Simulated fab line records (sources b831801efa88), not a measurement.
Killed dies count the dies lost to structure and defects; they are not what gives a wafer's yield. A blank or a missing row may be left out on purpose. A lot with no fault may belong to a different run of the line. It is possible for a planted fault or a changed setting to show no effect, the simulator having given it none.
A struck lot beside a sound one ; flow sky130 ; 14 steps out of a route of 708
Sound: these wafers, L223.2, L223.4, L223.5. Wafers L238.2, L238.4, L238.6 were the ones struck. Last of all comes the cause.
Order at every step that has rows: each side's tool, ch and its chambers, its first start. Under that, the readings that differ: sound wafers ; struck wafers ; difference of the means ; sigmas: that difference in standard deviations of wafers without a fault.
alike: words and numbers the same on both sides, and readings whose means are apart by under 2 such deviations; not compared: readings that were withheld, readings missing a value for some wafer, numbers with overlapping values and no deviation given by the record, and bounds like >300 which may hide the same value.
The two part at a step that has a row with sigmas, a row that says differs or no value, or rows on one side only. Non-overlapping numbers with no deviation appear without sigmas and do not part them. A reading missing from all wafers of one side parts the sides only when that side holds two or more wafers.

SKY_POLY_GATE_ETCH_15: etches BARC in N2/H2, stops on SiO2, time 118.5 s, target depth 110 nm.
  sound on rie-diel-03 ch 0,1,3, day 16 04:00; struck on rie-diel-03 ch 0,1,3, day 22 08:11
  alike: bias-w, drypump-motor-current-A, oes-product-au, throttle-valve-pct
  not compared: rf-hours-counter-h
SKY_POLY_GATE_ETCH_16: etches Si3N4 in CH3F/O2, stops on poly-Si, time 147.5 s, target depth 75 nm.
  sound on rie-diel-03 ch 0,1,3, day 16 04:05; struck on rie-diel-03 ch 0,1,3, day 22 08:16
  alike: O2_flow_sccm, bias-w, drypump-motor-current-A, oes-product-au, throttle-valve-pct
  not compared: rf-hours-counter-h
SKY_POLY_GATE_ETCH_17: etches poly-Si in HBr/Cl2, stops on SiO2, target depth 180 nm, time 70.5 s.
  sound on rie-si-01 ch 0,2, day 16 04:11; struck on rie-si-02 ch 1,3, day 22 08:22
  alike: bias-w, drypump-motor-current-A, oes-product-au, throttle-valve-pct
  not compared: rf-hours-counter-h
SKY_POLY_GATE_STRIP_18: strips in O2/N2.
  sound on plasma-asher-03 ch 0,1, day 16 04:14; struck on plasma-asher-03 ch 0,1, day 22 08:25
  alike: drypump-motor-current-A, oes-product-au, strip-time-to-endpoint-s
  not compared: rf-hours-counter-h
then, 2 steps without rows for these wafers: SKY_POLY_GATE_CLEAN_19 (cleans in SC1/SC2, time 150 s); SKY_POLY_GATE_OXIDATION_20 (stabilise 600 s, purge 300 s, target thk 4 nm).
SKY_POLY_GATE_THK_MEAS_21:
  struck on film-metro-02, day 22 11:03; sound on film-metro-03, day 16 06:31
  alike: POLY_GATE_OXIDATION_THK
SKY_POLY_GATE_CD_MEAS_22:
  struck on cd-sem-02, day 22 11:07; sound on cd-sem-02, day 16 06:36
  alike: cd-nm
then, 4 steps without rows for these wafers: SKY_LDD_N_DEHYDRATE_00 (time 60 s); SKY_LDD_N_HMDS_01 (prime time 60 s); SKY_LDD_N_COAT_02 (resist thk 300 nm); SKY_LDD_N_SOFTBAKE_03 (time 60 s).
SKY_LDD_N_EXPOSE_04: exposes mask NTM, target cd 840 nm.
  struck on iline-stepper-01, day 23 02:10; sound on iline-stepper-02 ch 0, day 16 20:56
  no value came back on the struck wafers for exposure-dose-mJ-cm2, focus-offset-nm (nm); on the sound wafers exposure-dose-mJ-cm2 reads 109.92 109.99 109.74
  alike: mask
next, for these wafers, 1 step has no rows: SKY_LDD_N_PEB_05.

== WHERE THEY PART ==
SKY_LDD_N_EXPOSE_04 only, going by this record.

WHY: what had been put in by the simulator
Beginning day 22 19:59, the whole step at SKY_LDD_N_EXPOSE_04 was skipped on iline-stepper-01. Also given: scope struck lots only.
